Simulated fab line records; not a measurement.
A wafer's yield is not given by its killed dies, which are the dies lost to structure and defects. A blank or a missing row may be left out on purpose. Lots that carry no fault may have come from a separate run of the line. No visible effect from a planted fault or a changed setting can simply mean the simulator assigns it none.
fab line records ; flow sky130 ; part 1 of 2: steps 1 to 32 of 43
[record] lots = 5; wafers = 15; last_day = 50
route steps=708 shown NWELL@81 PWDE@84 VT_ADJUST_HVTP@85 VT_ADJUST_LVTN@97 VT_ADJUST_NCORE@119
lots that met no fault: taken from a fault-free run of the same line
start_h: start of the lot's first displayed wafer, in hours after the record's first day ; wait_h: hours elapsed since this lot's preceding step ; " unchanged from the row above ; L1.1+2: a single row standing in for several wafers ; - no value present, or no start provided ; * or withheld: withheld ; < > ~ a bound
route shown NAME@n: names a module that has steps shown in the file, with the first one's number in the route ; usual: mean and standard deviation over wafers with no fault ; same: alike in all rows ; chamber/n: place in a boat ; sites: per-site readings ; _std_site: their standard deviation ; _edge_site: mean of outer sites minus mean of inner sites ; radius_mm: for every site, how far away it sits from the centre of the wafer ; mask NAME#n: copy n ; behind: tool/chamber where the wafer was last shaped ; hold: what put the lot on hold/how long, in hours/how the hold closed ; device: the transistor (n, p or np) that didn't switch ; end of line: the tests these same wafers got at the end of their route ; for a step that has no rows: nothing shown but its recipe ; killed: at the first sort, the dies lost to defects and structure; wafer yield is something else ; map: shows each die of a wafer: x if killed, . if not, _ if none is there
set.NAME: the run value of the setting; set.NAME@STEP: its run value at that earlier step ; model.NAME: the simulator's own value behind a step, which no gauge read
a table for each step, a row for each wafer; lots at some steps of the route
services: a tool's chamber out of use, with start hour (start_h, from the record's first day; less than 0 if before it), hours out, and reason
[[steps]]
[step SKY_NWELL_RTA_28]
[recipe] temp_c = 1050; time_s = 30; idle_temp_c = 650; ramp_up_c_per_s = 150; ramp_down_c_per_s = 90; ambient = N2
[usual] lamp_power_pct = 25.31/0.052; wafer_temp_C_max = 1055.0/1
lot.wafer;tool;chamber;start_h;wait_h;lamp_power_pct;wafer_temp_C_max
L074.2;rtp_anneal-02;0;102.71;0.0;25.39;1054.3
L074.3;rtp_anneal-02;0;102.71;0.0;25.32;1055.1
L074.5;rtp_anneal-02;0;102.71;0.0;25.36;1055.5
L078.1;rtp_anneal-02;0;130.13;0.0;25.30;1054.1
L078.2;rtp_anneal-02;0;130.13;0.0;25.37;1054.2
L078.4;rtp_anneal-02;0;130.13;0.0;25.34;1054.6
L089.1;rtp_anneal-01;0;192.88;0.0;25.37;1053.7
L089.3;rtp_anneal-01;0;192.88;0.0;25.35;1055.6
L089.4;rtp_anneal-01;0;192.88;0.0;25.23;1054.5
L092.1;rtp_anneal-01;0;217.51;0.0;25.25;1055.8
L092.2;rtp_anneal-01;0;217.51;0.0;25.38;1056.2
L092.4;rtp_anneal-01;0;217.51;0.0;25.32;1053.3
L097.3;rtp_anneal-01;0;243.51;0.0;25.30;1054.9
L097.4;rtp_anneal-01;0;243.51;0.0;25.39;1055.7
L097.6;rtp_anneal-01;0;243.51;0.0;25.29;1055.0
[step SKY_NWELL_RS_MEAS_29]
[recipe] thk_meas_gauge = four-point-probe
[usual] NWELL_RS = 625.1/1.6
lot.wafer;tool;chamber;start_h;wait_h;NWELL_RS[ohm/sq]
L074.2;film_metro-01;-;102.81;0.1;624.0
L074.3;film_metro-01;-;102.81;0.1;623.4
L074.5;film_metro-01;-;102.81;0.1;623.2
L078.1;film_metro-04;-;130.23;0.1;622.7
L078.2;film_metro-04;-;130.23;0.1;622.7
L078.4;film_metro-04;-;130.23;0.1;622.5
L089.1;film_metro-04;-;192.98;0.1;625.7
L089.3;film_metro-04;-;192.98;0.1;625.7
L089.4;film_metro-04;-;192.98;0.1;625.5
L092.1;film_metro-01;-;217.61;0.1;624.5
L092.2;film_metro-01;-;217.61;0.1;624.6
L092.4;film_metro-01;-;217.61;0.1;624.0
L097.3;film_metro-04;-;243.62;0.1;625.4
L097.4;film_metro-04;-;243.62;0.1;623.8
L097.6;film_metro-04;-;243.62;0.1;626.2
[step SKY_NWELL_RS_MEAS_31]
[recipe] thk_meas_gauge = four-point-probe
[usual] PWDE_RS = 5274/17
lot.wafer;tool;chamber;start_h;wait_h;PWDE_RS[ohm/sq]
L074.2;film_metro-01;-;103.05;0.1;5264
L074.3;film_metro-01;-;103.05;0.1;5276
L074.5;film_metro-01;-;103.05;0.1;5265
L078.1;film_metro-04;-;130.47;0.1;5287
L078.2;film_metro-04;-;130.47;0.1;5296
L078.4;film_metro-04;-;130.47;0.1;5301
L089.1;film_metro-04;-;193.22;0.1;5274
L089.3;film_metro-04;-;193.22;0.1;5268
L089.4;film_metro-04;-;193.22;0.1;5266
L092.1;film_metro-01;-;217.85;0.1;5266
L092.2;film_metro-01;-;217.85;0.1;5258
L092.4;film_metro-01;-;217.85;0.1;5280
L097.3;film_metro-04;-;243.86;0.1;5286
L097.4;film_metro-04;-;243.86;0.1;5302
L097.6;film_metro-04;-;243.86;0.1;5269
[step SKY_VT_ADJUST_HVTP_DEHYDRATE_00]
[recipe] temp_c = 200; time_s = 60
lot.wafer;tool;chamber;start_h;wait_h
L074.2+3+5;litho_track-01;0;111.22;8.1
L078.1+2+4;litho_track-03;0;139.70;9.2
L089.1+3+4;litho_track-04;0;203.51;10.3
L092.1+2+4;litho_track-01;0;228.25;10.4
L097.3+4+6;litho_track-04;0;255.66;11.8
[step SKY_VT_ADJUST_HVTP_HMDS_01]
[recipe] prime_time_s = 60; prime_temp_c = 120
lot.wafer;tool;chamber;start_h;wait_h
L074.2+3+5;litho_track-01;0;111.37;0.1
L078.1+2+4;litho_track-03;0;139.85;0.1
L089.1+3+4;litho_track-04;0;203.66;0.1
L092.1+2+4;litho_track-01;0;228.40;0.1
L097.3+4+6;litho_track-04;0;255.81;0.1
[step SKY_VT_ADJUST_HVTP_COAT_02]
[recipe] resist = NOVOLAK; spin_rpm = 3000; resist_thk_nm = 1140
lot.wafer;tool;chamber;start_h;wait_h
L074.2+3+5;litho_track-01;0;111.52;0.1
L078.1+2+4;litho_track-03;0;140.00;0.1
L089.1+3+4;litho_track-04;0;203.81;0.1
L092.1+2+4;litho_track-01;0;228.55;0.1
L097.3+4+6;litho_track-04;0;255.96;0.1
[step SKY_VT_ADJUST_HVTP_SOFTBAKE_03]
[recipe] temp_c = 90; time_s = 60; resist = NOVOLAK
lot.wafer;tool;chamber;start_h;wait_h
L074.2+3+5;litho_track-01;0;111.67;0.1
L078.1+2+4;litho_track-03;0;140.15;0.1
L089.1+3+4;litho_track-04;0;203.96;0.1
L092.1+2+4;litho_track-01;0;228.70;0.1
L097.3+4+6;litho_track-04;0;256.11;0.1
[step SKY_VT_ADJUST_HVTP_EXPOSE_04]
[recipe] mask_id = HVTPM; na = 0.6; source_shape = conventional; sigma_outer = 0.6; polarization = unpolarized; target_cd_nm = 380; dose_mj = 140
lot.wafer;tool;chamber;start_h;wait_h;mask
L074.2+3+5;iline_stepper-01;0;-;-;HVTPM#0
L078.1+2+4;iline_stepper-01;0;-;-;HVTPM#0
L089.1+3+4;iline_stepper-02;0;-;-;HVTPM#0
L092.1+2+4;iline_stepper-02;0;-;-;HVTPM#0
L097.3+4+6;iline_stepper-02;0;-;-;HVTPM#0
[step SKY_VT_ADJUST_HVTP_PEB_05]
[recipe] temp_c = withheld; time_s = *; resist = NOVOLAK
lot.wafer;tool;chamber;start_h;wait_h
L074.2+3+5;litho_track-04;0;-;-
L078.1+2+4;litho_track-01;0;-;-
L089.1+3+4;litho_track-01;0;-;-
L092.1+2+4;litho_track-01;0;-;-
L097.3+4+6;litho_track-04;0;-;-
[step SKY_VT_ADJUST_HVTP_DEVELOP_06]
[recipe] resist = NOVOLAK; developer = TMAH; develop_time_s = 60; dev_temp_c = 23
[usual] developer_temp_C = 23.01/0.098
lot.wafer;tool;chamber;start_h;wait_h;developer_temp_C
L074.2;litho_track-04;0;120.99;0.1;23.12
L074.3;litho_track-04;0;120.99;0.1;23.04
L074.5;litho_track-04;0;120.99;0.1;23.04
L078.1;litho_track-01;0;150.25;0.1;22.99
L078.2;litho_track-01;0;150.25;0.1;22.88
L078.4;litho_track-01;0;150.25;0.1;22.90
L089.1;litho_track-01;0;214.70;0.1;22.80
L089.3;litho_track-01;0;214.70;0.1;23.00
L089.4;litho_track-01;0;214.70;0.1;22.96
L092.1;litho_track-01;0;240.00;0.1;23.09
L092.2;litho_track-01;0;240.00;0.1;23.14
L092.4;litho_track-01;0;240.00;0.1;23.14
L097.3;litho_track-04;0;267.46;0.1;22.77
L097.4;litho_track-04;0;267.46;0.1;22.96
L097.6;litho_track-04;0;267.46;0.1;22.99
[step SKY_VT_ADJUST_HVTP_CD_MEAS_07]
[recipe] target_cd_nm = 380
[usual] cd_nm = 380.3/2.3
lot.wafer;tool;chamber;start_h;wait_h;cd_nm
L074.2;cd_sem-02;-;121.13;0.1;381.5
L074.3;cd_sem-02;-;121.13;0.1;380.9
L074.5;cd_sem-02;-;121.13;0.1;381.4
L078.1;cd_sem-02;-;150.40;0.1;378.9
L078.2;cd_sem-02;-;150.40;0.1;380.5
L078.4;cd_sem-02;-;150.40;0.1;377.5
L089.1;cd_sem-01;-;214.93;0.2;382.5
L089.3;cd_sem-01;-;214.93;0.2;383.5
L089.4;cd_sem-01;-;214.93;0.2;380.9
L092.1;cd_sem-01;-;240.15;0.1;379.0
L092.2;cd_sem-01;-;240.15;0.1;379.3
L092.4;cd_sem-01;-;240.15;0.1;379.5
L097.3;cd_sem-01;-;267.60;0.1;379.3
L097.4;cd_sem-01;-;267.60;0.1;376.2
L097.6;cd_sem-01;-;267.60;0.1;377.8
[step SKY_VT_ADJUST_HVTP_OVL_MEAS_08]
[usual] VT_ADJUST_HVTP_OVL = 0.6/1.2
lot.wafer;tool;chamber;start_h;wait_h;VT_ADJUST_HVTP_OVL[nm]
L074.2;overlay-01;-;121.24;0.1;1.0
L074.3;overlay-01;-;121.24;0.1;0.3
L074.5;overlay-01;-;121.24;0.1;-0.7
L078.1;overlay-02;-;150.52;0.1;-1.6
L078.2;overlay-02;-;150.52;0.1;0.4
L078.4;overlay-02;-;150.52;0.1;0.7
L089.1;overlay-02;-;215.05;0.1;3.1
L089.3;overlay-02;-;215.05;0.1;0.6
L089.4;overlay-02;-;215.05;0.1;2.1
L092.1;overlay-02;-;240.27;0.1;-0.3
L092.2;overlay-02;-;240.27;0.1;0.8
L092.4;overlay-02;-;240.27;0.1;1.6
L097.3;overlay-02;-;267.69;0.1;0.2
L097.4;overlay-02;-;267.69;0.1;2.4
L097.6;overlay-02;-;267.69;0.1;-1.3
[step SKY_VT_ADJUST_HVTP_IMPLANT_09]
[recipe] species = As; energy_kev = 150; dose_cm2 = 4.3e+12; tilt_deg = withheld
[usual] beam_energy_keV = 150.00/0.05
[same] implant_ion_amu = 75
lot.wafer;tool;chamber;start_h;wait_h;beam_energy_keV
L074.2;implanter-03;0;121.29;0.0;149.97
L074.3;implanter-03;0;121.29;0.0;150.01
L074.5;implanter-03;0;121.29;0.0;149.98
L078.1;implanter-01;0;150.55;0.0;150.01
L078.2;implanter-01;0;150.55;0.0;149.96
L078.4;implanter-01;0;150.55;0.0;150.04
L089.1;implanter-01;0;215.09;0.0;150.06
L089.3;implanter-01;0;215.09;0.0;150.08
L089.4;implanter-01;0;215.09;0.0;150.14
L092.1;implanter-03;0;240.30;0.0;150.05
L092.2;implanter-03;0;240.30;0.0;150.00
L092.4;implanter-03;0;240.30;0.0;150.01
L097.3;implanter-03;0;267.77;0.1;150.06
L097.4;implanter-03;0;267.77;0.1;149.98
L097.6;implanter-03;0;267.77;0.1;150.00
[step SKY_VT_ADJUST_HVTP_STRIP_10]
[recipe] chemistry = O2/N2; power_w = 1400; pressure_mtorr = 1500; platen_temp_c = withheld; o2_flow_sccm = 3000; n2_flow_sccm = 300; overash_fraction = 0.5
[usual] chamber_pressure_mTorr = 1500.0/1.4; drypump_motor_current_A = 5.6/0.65; o2_flow_sccm = 3000/10; oes_product_au = 0.716/0.0048; strip_time_to_endpoint_s = 14.18/0.047
lot.wafer;tool;chamber;start_h;wait_h;chamber_pressure_mTorr;drypump_motor_current_A;o2_flow_sccm;oes_product_au;rf_hours_counter_h;strip_time_to_endpoint_s
L074.2;plasma_asher-01;1;121.42;0.1;1499.1;4.8;2967;0.717;0;14.17
L074.3;plasma_asher-01;0;121.42;0.1;1501.7;5.0;3014;0.718;-;14.20
L074.5;plasma_asher-01;1;121.42;0.1;1502.1;4.8;2970;0.712;-;14.19
L078.1;plasma_asher-03;1;150.70;0.1;1499.2;6.4;2986;0.717;47;14.14
L078.2;plasma_asher-03;0;150.70;0.1;1498.9;5.4;2997;0.715;47;14.15
L078.4;plasma_asher-03;1;150.70;0.1;1498.5;6.3;2989;0.712;-;14.10
L089.1;plasma_asher-01;1;215.24;0.1;1500.0;4.8;2995;0.714;10;14.11
L089.3;plasma_asher-01;1;215.24;0.1;1499.8;4.8;3005;0.716;-;14.15
L089.4;plasma_asher-01;0;215.24;0.1;1501.5;5.0;3002;0.722;-;14.16
L092.1;plasma_asher-03;0;240.45;0.1;1499.9;5.4;2999;0.719;56;14.19
L092.2;plasma_asher-03;1;240.45;0.1;1500.4;6.4;3005;0.710;56;14.20
L092.4;plasma_asher-03;0;240.45;0.1;1501.9;5.4;3008;0.713;-;14.18
L097.3;plasma_asher-03;0;267.90;0.1;1498.6;5.4;2999;0.710;-;14.20
L097.4;plasma_asher-03;1;267.90;0.1;1502.9;6.3;2995;0.716;-;14.18
L097.6;plasma_asher-03;0;267.90;0.1;1501.7;5.4;2996;0.719;-;14.27
[step SKY_VT_ADJUST_HVTP_TW_MEAS_11]
[usual] VT_ADJUST_HVTP_TW = 1351/12
lot.wafer;tool;chamber;start_h;wait_h;VT_ADJUST_HVTP_TW
L074.2;film_metro-04;-;121.53;0.1;1353
L074.3;film_metro-04;-;121.53;0.1;1346
L074.5;film_metro-04;-;121.53;0.1;1347
L078.1;film_metro-02;-;150.80;0.1;1348
L078.2;film_metro-02;-;150.80;0.1;1346
L078.4;film_metro-02;-;150.80;0.1;1345
L089.1;film_metro-02;-;215.34;0.1;1349
L089.3;film_metro-02;-;215.34;0.1;1342
L089.4;film_metro-02;-;215.34;0.1;1351
L092.1;film_metro-02;-;240.55;0.1;1354
L092.2;film_metro-02;-;240.55;0.1;1350
L092.4;film_metro-02;-;240.55;0.1;1359
L097.3;film_metro-04;-;267.99;0.1;1341
L097.4;film_metro-04;-;267.99;0.1;1346
L097.6;film_metro-04;-;267.99;0.1;1344
[step SKY_VT_ADJUST_LVTN_DEHYDRATE_00]
[recipe] temp_c = 200; time_s = 60
lot.wafer;tool;chamber;start_h;wait_h
L074.2+3+5;litho_track-01;0;130.32;8.8
L078.1+2+4;litho_track-04;0;160.56;9.7
L089.1+3+4;litho_track-01;0;226.35;11.0
L092.1+2+4;litho_track-04;0;252.36;11.8
L097.3+4+6;litho_track-02;0;279.63;11.6
[step SKY_VT_ADJUST_LVTN_HMDS_01]
[recipe] prime_time_s = 60; prime_temp_c = 120
lot.wafer;tool;chamber;start_h;wait_h
L074.2+3+5;litho_track-01;0;130.47;0.1
L078.1+2+4;litho_track-04;0;160.71;0.1
L089.1+3+4;litho_track-01;0;226.50;0.1
L092.1+2+4;litho_track-04;0;252.51;0.1
L097.3+4+6;litho_track-02;0;279.78;0.1
[step SKY_VT_ADJUST_LVTN_COAT_02]
[recipe] spin_rpm = 2000; resist_thk_nm = 3000
lot.wafer;tool;chamber;start_h;wait_h
L074.2+3+5;litho_track-01;0;130.62;0.1
L078.1+2+4;litho_track-04;0;160.86;0.1
L089.1+3+4;litho_track-01;0;226.65;0.1
L092.1+2+4;litho_track-04;0;252.66;0.1
L097.3+4+6;litho_track-02;0;279.93;0.1
[step SKY_VT_ADJUST_LVTN_SOFTBAKE_03]
[recipe] temp_c = 110; time_s = withheld
lot.wafer;tool;chamber;start_h;wait_h
L074.2+3+5;litho_track-01;0;130.78;0.1
L078.1+2+4;litho_track-04;0;161.01;0.1
L089.1+3+4;litho_track-01;0;226.80;0.1
L092.1+2+4;litho_track-04;0;252.81;0.1
L097.3+4+6;litho_track-02;0;280.10;0.1
[step SKY_VT_ADJUST_LVTN_EXPOSE_04]
[recipe] mask_id = NWM_COMPLEMENT_LESS_NATIVE; na = 0.6; source_shape = conventional; sigma_outer = 0.6; polarization = unpolarized; target_cd_nm = 840; dose_mj = 194
lot.wafer;tool;chamber;start_h;wait_h;mask
L074.2+3+5;iline_stepper-02;0;-;-;NWM_COMPLEMENT_LESS_NATIVE#0
L078.1+2+4;iline_stepper-01;0;-;-;NWM_COMPLEMENT_LESS_NATIVE#0
L089.1+3+4;iline_stepper-01;0;-;-;NWM_COMPLEMENT_LESS_NATIVE#0
L092.1+2+4;iline_stepper-01;0;-;-;NWM_COMPLEMENT_LESS_NATIVE#0
L097.3+4+6;iline_stepper-02;0;-;-;NWM_COMPLEMENT_LESS_NATIVE#0
[step SKY_VT_ADJUST_LVTN_PEB_05]
[recipe] temp_c = 115; time_s = withheld
lot.wafer;tool;chamber;start_h;wait_h
L074.2+3+5;litho_track-04;0;-;-
L078.1+2+4;litho_track-02;0;-;-
L089.1+3+4;litho_track-04;0;-;-
L092.1+2+4;litho_track-01;0;-;-
L097.3+4+6;litho_track-01;0;-;-
[step SKY_VT_ADJUST_LVTN_DEVELOP_06]
[recipe] wall_angle_deg = 90; developer = TMAH; develop_time_s = 60; dev_temp_c = 23
[usual] developer_temp_C = 22.97/0.096
lot.wafer;tool;chamber;start_h;wait_h;developer_temp_C
L074.2;litho_track-04;0;-;-;22.86
L074.3;litho_track-04;0;-;-;22.91
L074.5;litho_track-04;0;-;-;22.99
L078.1;litho_track-02;0;-;-;23.03
L078.2;litho_track-02;0;-;-;22.92
L078.4;litho_track-02;0;-;-;22.83
L089.1;litho_track-04;0;-;-;22.98
L089.3;litho_track-04;0;-;-;23.02
L089.4;litho_track-04;0;-;-;22.88
L092.1;litho_track-01;0;-;-;23.10
L092.2;litho_track-01;0;-;-;23.02
L092.4;litho_track-01;0;-;-;22.98
L097.3;litho_track-01;0;-;-;22.92
L097.4;litho_track-01;0;-;-;22.92
L097.6;litho_track-01;0;-;-;23.03
[step SKY_VT_ADJUST_LVTN_OVL_MEAS_07]
[usual] VT_ADJUST_LVTN_OVL = -0.9/1.3
lot.wafer;tool;chamber;start_h;wait_h;VT_ADJUST_LVTN_OVL[nm]
L074.2;overlay-01;-;140.67;-;-1.3
L074.3;overlay-01;-;140.67;-;-0.7
L074.5;overlay-01;-;140.67;-;-0.8
L078.1;overlay-01;-;170.88;-;-2.3
L078.2;overlay-01;-;170.88;-;-0.1
L078.4;overlay-01;-;170.88;-;-0.7
L089.1;overlay-02;-;237.36;-;0.9
L089.3;overlay-02;-;237.36;-;0.7
L089.4;overlay-02;-;237.36;-;0.0
L092.1;overlay-02;-;263.95;-;1.6
L092.2;overlay-02;-;263.95;-;-0.2
L092.4;overlay-02;-;263.95;-;0.1
L097.3;overlay-02;-;292.81;-;-3.2
L097.4;overlay-02;-;292.81;-;-2.0
L097.6;overlay-02;-;292.81;-;-0.7
[step SKY_VT_ADJUST_LVTN_IMPLANT_08]
[recipe] species = B; energy_kev = 30; dose_cm2 = 1.57e+12; tilt_deg = withheld
[usual] beam_energy_keV = 29.999/0.0096
[same] implant_ion_amu = 11
lot.wafer;tool;chamber;start_h;wait_h;beam_energy_keV
L074.2;implanter-02;0;140.72;0.0;29.999
L074.3;implanter-02;0;140.72;0.0;29.990
L074.5;implanter-02;0;140.72;0.0;30.003
L078.1;implanter-04;0;170.92;0.0;29.990
L078.2;implanter-04;0;170.92;0.0;29.995
L078.4;implanter-04;0;170.92;0.0;30.003
L089.1;implanter-04;0;237.40;0.0;30.000
L089.3;implanter-04;0;237.40;0.0;29.997
L089.4;implanter-04;0;237.40;0.0;29.997
L092.1;implanter-01;0;263.98;0.0;30.019
L092.2;implanter-01;0;263.98;0.0;30.019
L092.4;implanter-01;0;263.98;0.0;30.005
L097.3;implanter-01;0;292.88;0.1;30.010
L097.4;implanter-01;0;292.88;0.1;30.007
L097.6;implanter-01;0;292.88;0.1;30.014
[step SKY_VT_ADJUST_LVTN_STRIP_09]
[recipe] chemistry = O2/N2; power_w = 1400; pressure_mtorr = 1500; platen_temp_c = withheld; o2_flow_sccm = 3000; n2_flow_sccm = 300; overash_fraction = 0.5
[usual] chamber_pressure_mTorr = 1500.1/1.5; drypump_motor_current_A = 5.6/0.53; o2_flow_sccm = 2999/9.6; oes_product_au = 0.723/0.0043; strip_time_to_endpoint_s = 36.94/0.097
lot.wafer;tool;chamber;start_h;wait_h;chamber_pressure_mTorr;drypump_motor_current_A;o2_flow_sccm;oes_product_au;rf_hours_counter_h;strip_time_to_endpoint_s
L074.2;plasma_asher-03;1;140.85;0.1;1500.5;6.4;3014;0.720;46;36.98
L074.3;plasma_asher-03;0;140.85;0.1;1501.4;5.4;3008;0.719;-;36.94
L074.5;plasma_asher-03;0;140.85;0.1;1500.1;5.4;3006;0.713;-;36.97
L078.1;plasma_asher-01;0;171.07;0.1;1499.1;5.0;3004;0.732;5;37.01
L078.2;plasma_asher-01;1;171.07;0.1;1498.8;4.8;2980;0.721;5;36.93
L078.4;plasma_asher-01;0;171.07;0.1;1500.2;5.0;3003;0.723;-;36.88
L089.1;plasma_asher-04;1;237.55;0.1;1499.5;6.0;2996;0.717;44;37.05
L089.3;plasma_asher-04;0;237.55;0.1;1500.4;5.6;2996;0.728;-;36.93
L089.4;plasma_asher-04;1;237.55;0.1;1499.6;6.0;3009;0.729;-;36.96
L092.1;plasma_asher-03;0;264.13;0.1;1500.8;5.4;3001;0.722;58;36.98
L092.2;plasma_asher-03;1;264.13;0.1;1502.1;6.3;2993;0.724;58;36.88
L092.4;plasma_asher-03;0;264.13;0.1;1500.0;5.4;3002;0.717;-;36.99
L097.3;plasma_asher-01;1;293.01;0.1;1500.2;4.8;2976;0.727;-;36.99
L097.4;plasma_asher-01;0;293.01;0.1;1500.1;5.0;3000;0.724;-;36.98
L097.6;plasma_asher-01;1;293.01;0.1;1499.0;4.8;2990;0.728;-;36.99
[step SKY_VT_ADJUST_LVTN_TW_MEAS_10]
[usual] VT_ADJUST_LVTN_TW = 240.8/2.6
lot.wafer;tool;chamber;start_h;wait_h;VT_ADJUST_LVTN_TW
L074.2;film_metro-01;-;140.96;0.1;243.8
L074.3;film_metro-01;-;140.96;0.1;243.5
L074.5;film_metro-01;-;140.96;0.1;242.5
L078.1;film_metro-02;-;171.17;0.1;240.7
L078.2;film_metro-02;-;171.17;0.1;240.8
L078.4;film_metro-02;-;171.17;0.1;241.3
L089.1;film_metro-02;-;237.65;0.1;238.9
L089.3;film_metro-02;-;237.65;0.1;238.6
L089.4;film_metro-02;-;237.65;0.1;240.5
L092.1;film_metro-04;-;264.23;0.1;238.3
L092.2;film_metro-04;-;264.23;0.1;239.2
L092.4;film_metro-04;-;264.23;0.1;239.3
L097.3;film_metro-01;-;293.10;0.1;245.9
L097.4;film_metro-01;-;293.10;0.1;245.2
L097.6;film_metro-01;-;293.10;0.1;244.1
[step SKY_VT_ADJUST_LVTN_DEHYDRATE_11]
[recipe] temp_c = 200; time_s = 60
lot.wafer;tool;chamber;start_h;wait_h
L074.2+3+5;litho_track-02;0;150.41;9.4
L078.1+2+4;litho_track-02;0;181.63;10.5
L089.1+3+4;litho_track-02;0;248.33;10.7
L092.1+2+4;litho_track-02;0;275.83;11.6
L097.3+4+6;litho_track-01;0;305.75;12.6
[step SKY_VT_ADJUST_LVTN_HMDS_12]
[recipe] prime_time_s = 60; prime_temp_c = 120
lot.wafer;tool;chamber;start_h;wait_h
L074.2+3+5;litho_track-02;0;150.56;0.1
L078.1+2+4;litho_track-02;0;181.78;0.1
L089.1+3+4;litho_track-02;0;248.48;0.1
L092.1+2+4;litho_track-02;0;275.98;0.1
L097.3+4+6;litho_track-01;0;305.90;0.1
[step SKY_VT_ADJUST_LVTN_COAT_13]
[recipe] resist = NOVOLAK; spin_rpm = 3000; resist_thk_nm = 1140
lot.wafer;tool;chamber;start_h;wait_h
L074.2+3+5;litho_track-02;0;150.71;0.1
L078.1+2+4;litho_track-02;0;181.93;0.1
L089.1+3+4;litho_track-02;0;248.63;0.1
L092.1+2+4;litho_track-02;0;276.13;0.1
L097.3+4+6;litho_track-01;0;306.05;0.1
[step SKY_VT_ADJUST_LVTN_SOFTBAKE_14]
[recipe] temp_c = 90; time_s = 60; resist = NOVOLAK
lot.wafer;tool;chamber;start_h;wait_h
L074.2+3+5;litho_track-02;0;150.86;0.1
L078.1+2+4;litho_track-02;0;182.08;0.1
L089.1+3+4;litho_track-02;0;248.78;0.1
L092.1+2+4;litho_track-02;0;276.28;0.1
L097.3+4+6;litho_track-01;0;306.20;0.1
[step SKY_VT_ADJUST_LVTN_EXPOSE_15]
[recipe] mask_id = HVN_STD_DERIVED; na = 0.6; source_shape = conventional; sigma_outer = 0.6; polarization = unpolarized; target_cd_nm = 600; dose_mj = 163
lot.wafer;tool;chamber;start_h;wait_h;mask
L074.2+3+5;iline_stepper-01;0;-;-;HVN_STD_DERIVED#0
L078.1+2+4;iline_stepper-02;0;-;-;HVN_STD_DERIVED#0
L089.1+3+4;iline_stepper-01;0;-;-;HVN_STD_DERIVED#0
L092.1+2+4;iline_stepper-02;0;-;-;HVN_STD_DERIVED#0
L097.3+4+6;iline_stepper-02;0;-;-;HVN_STD_DERIVED#0
[step SKY_VT_ADJUST_LVTN_PEB_16]
[recipe] temp_c = withheld; time_s = *; resist = NOVOLAK
lot.wafer;tool;chamber;start_h;wait_h
L074.2+3+5;litho_track-01;0;-;-
L078.1+2+4;litho_track-01;0;-;-
L089.1+3+4;litho_track-02;0;-;-
L092.1+2+4;litho_track-04;0;-;-
L097.3+4+6;litho_track-01;0;-;-
